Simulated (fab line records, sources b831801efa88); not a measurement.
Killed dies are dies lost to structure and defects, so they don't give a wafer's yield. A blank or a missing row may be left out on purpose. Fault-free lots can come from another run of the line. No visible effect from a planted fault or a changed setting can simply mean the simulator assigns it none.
The tool behind it: which one?    flow sky130    14 lots, 41 wafers sampled, at 3 steps of a route of 708

WHAT EACH GAUGE READ, for each wafer
SKY_METAL1_CD_MEAS_15: target cd 140 nm.
lot   measured      on        cdNm (nm)
L690  day 33 05:14  cdSem-01  139.9 138.4 138.5
L692  day 33 16:24  cdSem-01  140.7 140.9 139.4
L694  day 34 19:28  cdSem-01  141.1 140.6 140.4
L695  day 35 05:56  cdSem-01  140.9 139.4 140.0
L699  day 36 11:37  cdSem-01  137.9 139.4 138.3
L698  day 36 12:55  cdSem-01  138.4 141.3 139.5
L701  day 36 23:28  cdSem-01  138.8 139.7
L702  day 37 00:05  cdSem-01  140.0 140.5 140.8
L703  day 37 04:53  cdSem-01  140.2 140.3 140.3
L704  day 37 20:40  cdSem-02  142.0 141.7 140.4
L705  day 38 01:41  cdSem-02  140.3 140.3 141.3
L707  day 38 14:19  cdSem-01  138.9 138.5 140.3
L708  day 38 16:34  cdSem-01  140.2 139.8 138.5
L712  day 39 21:31  cdSem-01  139.7 140.4 139.8

SKY_VIA1_BOW_MEAS_03.
lot   measured      on            VIA1_BOW (um)
L690  day 33 06:40  filmMetro-04  74 75 82
L692  day 33 17:59  filmMetro-04  93 88 91
L694  day 34 20:53  filmMetro-03  90 70 81
L695  day 35 07:21  filmMetro-01  84 72 78
L699  day 36 13:02  filmMetro-03  69 72 77
L698  day 36 14:20  filmMetro-01  83 78 79
L701  day 37 00:53  filmMetro-01  91 85
L702  day 37 01:43  filmMetro-04  74 96 81
L703  day 37 06:20  filmMetro-01  85 84 100
L704  day 37 22:04  filmMetro-03  94 81 69
L705  day 38 03:05  filmMetro-03  82 70 87
L707  day 38 15:46  filmMetro-04  96 89 79
L708  day 38 17:59  filmMetro-04  85 77 87
L712  day 39 23:00  filmMetro-04  77 81 81

SKY_METAL2_THK_MEAS_06: measures by xrf.
lot   measured      on            METAL2_ALCU_THK (nm)
L690  day 34 11:05  filmMetro-02  257 259 251
L692  day 34 22:08  filmMetro-03  256 260 251
L694  day 36 00:56  filmMetro-04  249 251 253
L695  day 36 11:26  filmMetro-02  254 249 252
L699  day 37 16:50  filmMetro-04  249 257 255
L698  day 37 18:18  filmMetro-03  258 259 257
L701  day 38 03:25  filmMetro-02  252 254
L702  day 38 05:38  filmMetro-02  258 257 258
L703  day 38 09:58  filmMetro-04  251 252 249
L704  day 39 01:11  filmMetro-02  255 252 251
L705  day 39 08:04  filmMetro-03  256 258 256
L707  day 39 16:52  filmMetro-03  253 252 255
L708  day 39 18:41  filmMetro-02  254 257 257
L712  day 41 00:44  filmMetro-02  256 255 249

TOOL THAT RAN EACH LOT (tool first, then ch and the chambers of the sampled wafers, then the start)
Record: no process step prior to these readings.

WHAT THE TOOLS THEMSELVES READ (means of the sampled wafers that have a number; where no wafer has one, the mark that the record gives instead)
The record holds no such reading with a usual standard deviation.

THE ANSWER, worked out from the rows above alone
Rule: usual is defined by the lots themselves. Put in order of their means at a reading, lots are off if they are a third of the lots or fewer, leave a main group of 4 or more, and stand apart from it by a gap of 3 or more times the standard deviation of the main group's means; of several such gaps the widest counts. A main group is skipped when, at the precision printed for the reading in the tables above, its means are all equal. A lot without any number at a reading at which 4 lots or more have one is off too. Where the step has rows for the other lots, those lots are counted as sound. The gauges are gone through in route order, then the tools' own readings, and for those a lot's mean is taken as printed above. At the first step where some lot is off, the reading lying furthest off is the one used; lots without a number count as furthest.
Across all readings shown, no lot is off: no conclusion can be drawn from this.

WHAT THE SIMULATOR PUT IN
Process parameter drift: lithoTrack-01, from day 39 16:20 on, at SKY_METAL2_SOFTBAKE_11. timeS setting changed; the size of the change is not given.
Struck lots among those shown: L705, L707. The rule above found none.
